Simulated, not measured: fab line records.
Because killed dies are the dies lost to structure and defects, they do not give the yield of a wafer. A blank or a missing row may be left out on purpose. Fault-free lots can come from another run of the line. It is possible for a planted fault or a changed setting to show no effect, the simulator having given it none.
Matching of chambers | flow gf180mcu | 4 sister chambers for GF_V1_CMP_26 on cmp-01
The step polishes, stops on SiO2, t overpolish 15 s, target thk 0 nm. 4 wafers are shown with their chamber, then 7 later ones without.

== WAFERS WITH THEIR CHAMBER ==
wafer  | chamber | motor current A (A)
L297.3 | 0       | 11.3
L297.5 | 3       | 10.4
L299.1 | 1       | 11.1
L299.4 | 2       | 12.0

== WAFERS WITH NO CHAMBER GIVEN ==
wafer  | motor current A (A)
L299.6 | 11.0
L305.3 | 11.6
L305.4 | 11.1
L305.6 | 11.4
L306.3 | 12.3
L306.4 | 10.5
L306.5 | 11.9

== WHICH CHAMBER EACH WENT THROUGH ==
wafer  | from the rows above          | in truth
L299.6 | can't be placed: 1 or 0      | 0
L305.3 | can't be placed: 0 or 2 or 1 | 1
L305.4 | can't be placed: 1 or 0      | 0
L305.6 | can't be placed: 0 or 1      | 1
L306.3 | 2                            | 2
L306.4 | 3                            | 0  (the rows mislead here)
L306.5 | 2                            | 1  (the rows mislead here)
Correct placement for 1 of the 7. These rows do not allow placing 4 (true chamber among the candidates in 4). 2 placed wrongly.
How it was worked out, from the rows above alone: a wafer's distance from a chamber is the root of the sum, over the readings, of the square of ((its reading less the chamber's mean) divided by the reading's scatter). The wafer belongs to the nearest chamber; if the next one is less than 2 further off, it can't be placed. For every chamber, the mean is computed from those of its wafers that are shown. The scatter: with one shown wafer a chamber, the root of the mean of the squares of how far each hidden wafer lies from its nearest shown one.
